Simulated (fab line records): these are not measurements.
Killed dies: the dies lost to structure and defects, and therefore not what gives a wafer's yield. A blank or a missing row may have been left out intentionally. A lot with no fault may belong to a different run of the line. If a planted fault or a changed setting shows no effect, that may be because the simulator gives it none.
Which of the tools did it? ; flow sfq line ; 13 lots with 39 wafers sampled at 2 steps, on a route of 325 steps

## WHAT THE GAUGES SHOWED, per wafer
SFQ_R5_OVL_MEAS_935.
lot;measured;on;R5_OVL (nm)
L400;day 61 06:35;overlay-02;-1 0 1
L401;day 61 12:35;overlay-02;-2 -3 0
L402;day 61 20:59;overlay-02;0 0 -4
L403;day 62 01:47;overlay-01;-2 -9 -5
L404;day 66 20:21;overlay-02;-5 2 -3
L411;day 69 05:41;overlay-01;-6 -14 -10
L417;day 70 01:14;overlay-01;8 7 -6
L418;day 70 02:26;overlay-01;-2 -7 -4
L419;day 70 05:17;overlay-02;1 3 3
L420;day 71 01:59;overlay-02;-4 2 -1
L421;day 71 03:11;overlay-02;-3 -4 -3
L422;day 71 04:23;overlay-02;1 4 6
L423;day 71 11:03;overlay-02;4 -1 7

## WHICH TOOL RAN EACH LOT (tool, then ch and the chambers of the sampled wafers, then the start)
lot;SFQ_TRILAYER_M1_STRIP_STRIP_043
L400;rie metal-04 ch 0,1, day 17 20:53
L401;rie metal-03 ch 1, day 18 04:17
L402;rie metal-02 ch 0,1, day 18 06:29
L403;rie metal-02 ch 0,1, day 19 00:57
L404;rie metal-03 ch 0,1, day 19 10:31
L411;rie metal-03 ch 0,1, day 22 07:02
L417;rie metal-02 ch 0,1, day 24 01:50
L418;rie metal-04 ch 0,1, day 31 00:13
L419;rie metal-03 ch 0,1, day 31 09:45
L420;rie metal-02 ch 0,1, day 32 04:57
L421;rie metal-03 ch 0,1, day 32 11:40
L422;rie metal-03 ch 1, day 32 15:16
L423;rie metal-04 ch 0,1, day 32 20:04
- SFQ_TRILAYER_M1_STRIP_STRIP_043: strips in O2.

## AS READ BY THE TOOLS THEMSELVES (means over the sampled wafers that have a number; for cases with no such wafer, the mark the record gives instead)
SFQ_TRILAYER_M1_STRIP_STRIP_043.
lot;tool;drypump motor current A (A);oes product au (a.u.)
L400;rie metal-04;5.3;1.001
L401;rie metal-03;6.0;1.016
L402;rie metal-02;5.7;0.990
L403;rie metal-02;5.7;0.988
L404;rie metal-03;6.0;1.003
L411;rie metal-03;5.9;1.001
L417;rie metal-02;5.6;0.998
L418;rie metal-04;5.5;0.997
L419;rie metal-03;6.0;0.986
L420;rie metal-02;5.7;0.994
L421;rie metal-03;6.0;0.988
L422;rie metal-03;6.0;0.997
L423;rie metal-04;5.5;1.007

## THE ANSWER, worked out from the rows above alone
Rule: usual is defined by the lots themselves. The widest of any qualifying gaps counts: lots, ordered by their means at a reading, are off when they make up no more than a third of the lots, leave a main group of 4 or more, and stand apart from it by 3 or more times the standard deviation of that group's means. A main group whose means are all the same, to the digits that the tables above print for the reading, isn't used. Also off: a lot with no number at a reading for which 4 or more lots have one. All remaining lots with rows at the step are treated as sound. The gauges are gone through in route order, then the tools' own readings, and for those a lot's mean is taken as printed above. The first step at which some lot is off is used, and at that step the reading that is off furthest; a lot without a number counts as furthest.
None of the lots is off at any reading shown; this tells nothing.

## WHAT THE SIMULATOR PUT IN
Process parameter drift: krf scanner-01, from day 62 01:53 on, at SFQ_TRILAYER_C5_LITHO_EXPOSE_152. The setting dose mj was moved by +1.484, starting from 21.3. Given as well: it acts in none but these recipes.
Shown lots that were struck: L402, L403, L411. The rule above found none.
